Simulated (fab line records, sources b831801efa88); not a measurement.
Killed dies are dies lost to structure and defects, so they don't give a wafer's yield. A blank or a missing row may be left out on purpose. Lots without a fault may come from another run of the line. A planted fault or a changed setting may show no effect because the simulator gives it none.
Tool commonality check | flow sky130 | 12 lots, 36 wafers sampled

WHY IT WAS OPENED
At SKY_LDD_HVP_TW_MEAS_10 the reading LDD_HVP_TW is flagged on 1 of 12 lots. Wafers without a fault read 451, standard deviation 3.4.
Rule: a lot is flagged when every wafer of it that has a number lies more than 4 standard deviations from that mean, or none has a number. The other lots count as sound.

lot  | measured     | on            | LDD_HVP_TW, wafer by wafer | flag
L449 | day 23 02:08 | film_metro-03 | 454 455 455                |
L453 | day 23 10:59 | film_metro-02 | 452 454 452                |
L454 | day 23 16:22 | film_metro-02 | 451 451 452                |
L455 | day 24 01:52 | film_metro-04 | 449 446 449                |
L456 | day 24 18:25 | film_metro-02 | 452 451 451                |
L458 | day 25 01:56 | film_metro-02 | 448 450 452                |
L461 | day 26 00:10 | film_metro-03 | 455 457 456                |
L462 | day 27 00:11 | film_metro-03 | 453 454 454                |
L465 | day 27 07:44 | film_metro-03 | 30 30 30                   | FLAGGED
L466 | day 27 14:05 | film_metro-02 | 451 449 449                |
L467 | day 27 23:38 | film_metro-02 | 450 451 451                |
L470 | day 29 20:37 | film_metro-02 | 452 450 448                |
The numbers of the flagged lots are 30 on average: -421 against the usual, or -99 or more standard deviations.

WHICH TOOL RAN EACH LOT
The record holds 2 process steps before the reading, out of a route of 708 steps. In each cell: the tool, then ch and the chambers that the sampled wafers went through, then the start.
lot  | flag    | SKY_VT_ADJUST_HVTR_STRIP_10          | SKY_LDD_HVP_EXPOSE_04
L449 |         | plasma_asher-04 ch 0,1, day 10 01:34 | iline_stepper-01 ch 0, day 22 10:56
L453 |         | plasma_asher-01 ch 0,1, day 10 18:55 | iline_stepper-01 ch 0, day 22 19:56
L454 |         | plasma_asher-03 ch 0,1, day 11 02:50 | iline_stepper-02 ch 0, day 23 01:35
L455 |         | plasma_asher-04 ch 0,1, day 11 08:02 | iline_stepper-02 ch 0, day 23 10:43
L456 |         | plasma_asher-03 ch 0,1, day 11 20:43 | iline_stepper-01 ch 0, day 24 03:38
L458 |         | plasma_asher-03 ch 0,1, day 12 05:53 | iline_stepper-02 ch 0, day 24 10:58
L461 |         | plasma_asher-04 ch 0, day 13 03:30   | iline_stepper-02 ch 0, day 25 09:43
L462 |         | plasma_asher-04 ch 0,1, day 13 08:38 | iline_stepper-01 ch 0, day 26 09:36
L465 | FLAGGED | plasma_asher-03 ch 0, day 14 06:10   | iline_stepper-01 ch 0, day 26 17:50
L466 |         | plasma_asher-01 ch 0,1, day 14 11:19 | iline_stepper-02 ch 0, day 26 23:43
L467 |         | plasma_asher-04 ch 0,1, day 14 22:07 | iline_stepper-02 ch 0, day 27 08:27
L470 |         | plasma_asher-01 ch 0, day 16 17:49   | iline_stepper-02 ch 0, day 29 06:49
What these steps do:
- SKY_VT_ADJUST_HVTR_STRIP_10: strips in O2/N2.
- SKY_LDD_HVP_EXPOSE_04: exposes mask HVPTM, target cd 700 nm.
- SKY_LDD_HVP_TW_MEAS_10

FLAGGED OVER TOTAL, TOOL BY TOOL (the gauges that took the reading come last)
step                        | tool             | lots run | flagged | share of the flagged lots | sound lots run after its first flagged lot
SKY_VT_ADJUST_HVTR_STRIP_10 | plasma_asher-01  | 3        | 0       | none                      | -
SKY_VT_ADJUST_HVTR_STRIP_10 | plasma_asher-03  | 4        | 1       | all                       | 0
SKY_VT_ADJUST_HVTR_STRIP_10 | plasma_asher-04  | 5        | 0       | none                      | -
SKY_LDD_HVP_EXPOSE_04       | iline_stepper-01 | 5        | 1       | all                       | 0
SKY_LDD_HVP_EXPOSE_04       | iline_stepper-02 | 7        | 0       | none                      | -
SKY_LDD_HVP_TW_MEAS_10      | film_metro-02    | 7        | 0       | none                      | -
SKY_LDD_HVP_TW_MEAS_10      | film_metro-03    | 4        | 1       | all                       | 0
SKY_LDD_HVP_TW_MEAS_10      | film_metro-04    | 1        | 0       | none                      | -

WHAT THE TABLE ALLOWS
3 rows of the table ran every flagged lot: plasma_asher-03 at SKY_VT_ADJUST_HVTR_STRIP_10, iline_stepper-01 at SKY_LDD_HVP_EXPOSE_04, film_metro-03 at SKY_LDD_HVP_TW_MEAS_10.
- plasma_asher-03 at SKY_VT_ADJUST_HVTR_STRIP_10: 1 of its 4 lots flagged. Its last sound lot is L458 (day 12 05:53), its first flagged lot L465 (day 14 06:10): a fault that began between those two fits.
- iline_stepper-01 at SKY_LDD_HVP_EXPOSE_04: 1 of its 5 lots flagged. Its last sound lot is L462 (day 26 09:36), its first flagged lot L465 (day 26 17:50): a fault that began between those two fits.
- film_metro-03 at SKY_LDD_HVP_TW_MEAS_10: 1 of its 4 lots flagged. Its last sound lot is L462 (day 27 00:11), its first flagged lot L465 (day 27 07:44): a fault that began between those two fits.
Counting lots can't tell these 3 tools apart, because each fits a fault that began at some hour. More lots, or a look at what each step does to the wafer, might.

WHAT THE SIMULATOR HAD PUT IN
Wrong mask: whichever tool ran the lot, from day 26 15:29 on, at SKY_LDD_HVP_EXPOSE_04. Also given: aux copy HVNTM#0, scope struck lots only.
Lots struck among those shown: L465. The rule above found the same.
